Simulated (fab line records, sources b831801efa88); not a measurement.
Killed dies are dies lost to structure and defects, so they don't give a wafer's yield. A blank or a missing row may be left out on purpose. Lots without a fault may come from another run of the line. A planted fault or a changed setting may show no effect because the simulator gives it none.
Chamber matching | flow sky130 | SKY_CONTACT_ETCH_17 on rie_diel-02: 4 sister chambers
The step etches SiO2 in C4F8/O2/Ar, stops on Si3N4, target depth 340 nm. 14 wafers are shown with their chamber, then 7 later ones without.

WAFERS WITH THEIR CHAMBER
wafer  | chamber | rf_fwd_power_W (W) | oes_product_au (a.u.) | bias_w (W)
L753.1 | 1       | 1489               | 0.886                 | 1198
L753.3 | 3       | 1494               | 0.893                 | 1196
L753.5 | 0       | 1487               | 0.895                 | 1204
L756.1 | 1       | 1493               | 0.897                 | 1203
L756.4 | 2       | 1482               | 0.884                 | 1203
L756.6 | 1       | 1496               | 0.888                 | 1206
L759.2 | 0       | 1499               | 0.895                 | 1202
L759.3 | 2       | 1474               | 0.888                 | 1202
L759.5 | 0       | 1489               | 0.896                 | 1203
L764.2 | 2       | 1476               | 0.894                 | 1205
L764.3 | 3       | 1495               | 0.897                 | 1198
L764.6 | 3       | 1491               | 0.894                 | 1201
L766.1 | 0       | 1494               | 0.896                 | 1195
L766.2 | 3       | 1483               | 0.896                 | 1202

SIGNATURES (means of the wafers above)
reading        | chamber 0 | chamber 1 | chamber 2 | chamber 3 | scatter within a chamber
rf_fwd_power_W | 1492.25   | 1492.67   | 1477.33   | 1490.75   | 4.85
oes_product_au | 0.89550   | 0.89033   | 0.88867   | 0.89500   | 0.00361
bias_w         | 1201.00   | 1202.33   | 1203.33   | 1199.25   | 3.32
Rule: a wafer's distance from a chamber is the root of the sum, over the readings, of the square of ((its reading less the chamber's mean) divided by the reading's scatter). The wafer belongs to the nearest chamber; if the next one is less than 2 further off, it can't be placed. The scatter: the root of (the sum of the squares of (reading less its chamber's mean) over the shown wafers, divided by (wafers less chambers)).

WAFERS WITHOUT THEIR CHAMBER
wafer  | rf_fwd_power_W (W) | oes_product_au (a.u.) | bias_w (W)
L766.3 | 1494               | 0.890                 | 1198
L775.1 | 1486               | 0.897                 | 1199
L775.3 | 1490               | 0.898                 | 1194
L775.4 | 1486               | 0.897                 | 1198
L776.2 | 1487               | 0.886                 | 1200
L776.4 | 1487               | 0.890                 | 1196
L776.5 | 1487               | 0.888                 | 1201

WHICH CHAMBER EACH WENT THROUGH
wafer  | from the rows above               | in truth
L766.3 | can't be placed: 1 or 3 or 0      | 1
L775.1 | can't be placed: 3 or 0 or 1      | 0
L775.3 | can't be placed: 3 or 0 or 1      | 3
L775.4 | can't be placed: 3 or 0 or 1      | 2
L776.2 | can't be placed: 1 or 2 or 3 or 0 | 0
L776.4 | can't be placed: 3 or 1 or 0 or 2 | 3
L776.5 | can't be placed: 1 or 2 or 3 or 0 | 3
Placed correctly: 0 of 7. Can't be placed from these rows: 7 (the true chamber is among the candidates in 6). Placed wrongly: 0.
